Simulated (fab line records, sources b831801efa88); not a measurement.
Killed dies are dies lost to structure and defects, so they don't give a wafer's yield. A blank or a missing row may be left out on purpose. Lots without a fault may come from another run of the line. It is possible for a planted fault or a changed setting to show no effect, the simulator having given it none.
Comparing a struck lot with a sound one + flow sky130 + 44 out of 708 route steps
Sound: wafers L406.3, L406.5, L406.6. Struck: wafer L416.6 (left out: L416.4, L416.5 of the same lot, which were not struck); the cause appears at the end.
Each step with rows lists, per side, the tool, then ch with its chambers, then its first start. Under that, the readings that differ: sound wafers + struck wafers + difference of the means + sigmas: that difference in standard deviations of wafers without a fault.
alike: words and numbers the same on both sides, and readings whose means are apart by under 2 such deviations; not compared: readings that were withheld, readings missing a value for some wafer, numbers with overlapping values and no deviation given by the record, and bounds like >300 which may hide the same value.
A row with sigmas, a row that says differs or no value, or rows on one side alone: a step with any of these is where the two part. Numbers that have no deviation but don't overlap get no sigmas and don't part them. Lack of a reading on every wafer of one side parts them only where that side has two or more wafers.

first, 4 steps without rows for these wafers: SKY_VIA2_CLEAN_18 (cleans in IPA, time 180 s); SKY_VIA2_CLEAN_19 (cleans in O3/DIW); SKY_VIA2_SPUTTER_20 (material TiN, target thk 20 nm, time 80 s); SKY_VIA2_CVD_21 (deposits W, target thk 420 nm, time 126.4 s).
SKY_VIA2_RS_MEAS_22: the measuring method here is four-point-probe.
  sound: film-metro-04 at day 37 17:35; struck: film-metro-03 at day 41 00:11
  alike: VIA2_W_RS
SKY_VIA2_THK_MEAS_23: measures by xrf.
  sound: film-metro-04 at day 37 17:41; struck: film-metro-03 at day 41 00:17
  alike: VIA2_W_THK
then, 1 step without rows for these wafers: SKY_VIA2_CMP_24 (polishes, stops on SiO2, t overpolish 20 s, target thk 0 nm).
SKY_METAL3_SPUTTER_00: material Ti, target thk 15 nm, time 10 s.
  sound: pvd-sputter-04 at day 37 18:01; struck: pvd-sputter-04 at day 41 00:37
  alike: throttle-valve-pct
then, 1 step without rows for these wafers: SKY_METAL3_SPUTTER_01 (material TiN, target thk 20 nm, time 16.7 s).
SKY_METAL3_SPUTTER_02: material AlCu, target thk 735 nm, time 39.1 s.
  sound: pvd-sputter-04 at day 37 18:04; struck: pvd-sputter-04 at day 41 00:40
  alike: throttle-valve-pct
then, 2 steps without rows for these wafers: SKY_METAL3_SPUTTER_03 (material Ti, target thk 5 nm, time 3.3 s); SKY_METAL3_SPUTTER_04 (material TiN, target thk 70 nm, time 58.3 s).
SKY_CAPM_CVD_00: deposits SiO2, target thk 15.5 nm.
  sound on pecvd-02 ch 0,1, day 37 18:11; struck on pecvd-02 ch 0, day 41 00:47
| reading                               | sound             | struck | difference | sigmas |
|---------------------------------------|-------------------|--------|------------|--------|
| model.SiO2_of_CAPM_CVD_00.thk-nm (nm) | 15.42 15.74 15.61 | 14.15  | -1.44      |        |
  alike: heater-power-outer-w, heater-power-w
  not compared: rf-fwd-power-W
SKY_CAPM_THK_MEAS_01:
  sound: film-metro-01 at day 37 18:13; struck: film-metro-01 at day 41 00:49
| reading              | sound             | struck | difference | sigmas |
|----------------------|-------------------|--------|------------|--------|
| CAPM_CVD_00_THK (nm) | 15.43 15.78 15.66 | 14.13  | -1.49      | -7     |
SKY_CAPM_SPUTTER_02: material TiN, target thk 200 nm, time 166.7 s.
  sound: pvd-sputter-01 at day 37 18:16; struck: pvd-sputter-02 at day 41 00:51
  alike: throttle-valve-pct
SKY_CAPM_RS_MEAS_03: the measuring method here is four-point-probe.
  sound: film-metro-03 at day 37 18:25; struck: film-metro-02 at day 41 01:01
  alike: CAPM_TIN_RS
SKY_CAPM_THK_MEAS_04: measures by xrf.
  sound: film-metro-03 at day 37 18:31; struck: film-metro-02 at day 41 01:07
  alike: CAPM_TIN_THK
then, 7 steps without rows for these wafers: SKY_CAPM_DEHYDRATE_05 (time 60 s); SKY_CAPM_HMDS_06 (prime time 60 s); SKY_CAPM_COAT_07 (resist thk 1140 nm); SKY_CAPM_SOFTBAKE_08 (time 60 s); SKY_CAPM_EXPOSE_09 (exposes mask CAPM, target cd 1000 nm); SKY_CAPM_PEB_10; SKY_CAPM_DEVELOP_11 (develop time 60 s).
SKY_CAPM_OVL_MEAS_12:
  sound: overlay-02 at day 38 19:46; struck: overlay-01 at day 42 00:13
  alike: CAPM_OVL
then, 1 step without rows for these wafers: SKY_CAPM_METAL_ETCH_13 (etches TiN in Cl2/BCl3, stops on SiO2, target depth 220 nm, time 62.9 s).
SKY_CAPM_STRIP_14: strips in O2/N2.
  sound on plasma-asher-01 ch 0,1, day 38 19:58; struck on plasma-asher-01 ch 0, day 42 00:22
  alike: drypump-motor-current-A, oes-product-au, strip-time-to-endpoint-s
  not compared: rf-hours-counter-h
then, 11 steps without rows for these wafers: SKY_CAPM_STRIP_15 (strips in post etch residue remover, time 1200 s); SKY_CAPM_CLEAN_16 (cleans in IPA, time 180 s); SKY_CAPM_CLEAN_17 (cleans in O3/DIW); SKY_METAL3_DEHYDRATE_05 (time 60 s); SKY_METAL3_HMDS_06 (prime time 60 s); SKY_METAL3_COAT_07 (resist thk 60 nm); SKY_METAL3_COAT_08 (resist thk 1140 nm); SKY_METAL3_SOFTBAKE_09 (time 90 s); SKY_METAL3_EXPOSE_10 (exposes mask MM3, target cd 300 nm); SKY_METAL3_PEB_11; SKY_METAL3_DEVELOP_12 (develop time 60 s).
SKY_METAL3_CD_MEAS_13: the cd target is 300 nm.
  sound: cd-sem-02 at day 39 21:31; struck: cd-sem-02 at day 43 00:13
  alike: cd-nm
SKY_METAL3_OVL_MEAS_14:
  sound: overlay-02 at day 39 21:37; struck: overlay-02 at day 43 00:17
  alike: METAL3_OVL
SKY_METAL3_DESCUM_15: chemistry O2, time 8 s.
  sound on rie-metal-04 ch 1, day 39 21:40; struck on rie-metal-03 ch 1, day 43 00:19
| reading                      | sound          | struck | difference | sigmas |
|------------------------------|----------------|--------|------------|--------|
| he-backside-leak-sccm (sccm) | 3.04 3.08 3.13 | 3.52   | +0.44      | +2     |
  alike: drypump-motor-current-A, oes-product-au, rf-fwd-power-W
  not compared: rf-hours-counter-h
then, 1 step without rows for these wafers: SKY_METAL3_ETCH_16 (etches BARC in N2/H2, stops on SiO2, time 88.2 s, target depth 60 nm).
SKY_METAL3_ETCH_17: etches SiO2 in C4F8/O2/Ar, stops on TiN, time 3.9 s, target depth 15 nm.
  sound on rie-diel-01 ch 0,1, day 39 21:54; struck on rie-diel-02 ch 0, day 43 00:26
| reading                  | sound             | struck | difference | sigmas |
|--------------------------|-------------------|--------|------------|--------|
| oes-product-au (a.u.)    | 0.760 0.769 0.757 | 0.724  | -0.038     | -5     |
| model.etch.depth-nm (nm) | 15.42 15.74 15.61 | 14.15  | -1.44      |        |
  alike: rf-fwd-power-W
  not compared: rf-hours-counter-h
-- the record jumps here: 6 days lie between the struck wafers' starts before and after (it left off in module METAL3 and takes up again in module PAD_OPEN, whose first step shown is number 708 of the route) --
SKY_PAD_OPEN_PROBE_99:
  sound: prober-01 at day 46 22:19; struck: prober-01 at day 49 09:29
| reading                              | sound                | struck | difference | sigmas |
|--------------------------------------|----------------------|--------|------------|--------|
| killed-at-other                      | 0 0 0                | 1      | +1         | +2     |
| killed-short                         | 34 33 32             | 45     | +12        | +2     |
| model.etest.cap-mim.bv-v (V)         | 13.53 13.96 14.05    | 13.03  | -0.82      |        |
| model.etest.cap-mim.leak-log10-a-cm2 | -8.969 -8.948 -8.785 | -8.707 | +0.194     |        |
| model.etest.cap-mim.c-ff-um2         | 2.345 2.311 2.362    | 2.567  | +0.228     |        |
  alike: defect-limited-yield, killed_at_M0_to_M3, killed_at_M4_up, killed-at-contacts, killed-at-front-end, killed-dies, killed-open, sort_bin_3_pad_short, sort_bin_5_function, sort_bin_6_memory, sort-n-pass, sort-yield-pct

## WHERE THEY PART
At SKY_CAPM_THK_MEAS_01 first; at SKY_PAD_OPEN_PROBE_99 last (within this record only).

WHY: the cause the simulator had injected
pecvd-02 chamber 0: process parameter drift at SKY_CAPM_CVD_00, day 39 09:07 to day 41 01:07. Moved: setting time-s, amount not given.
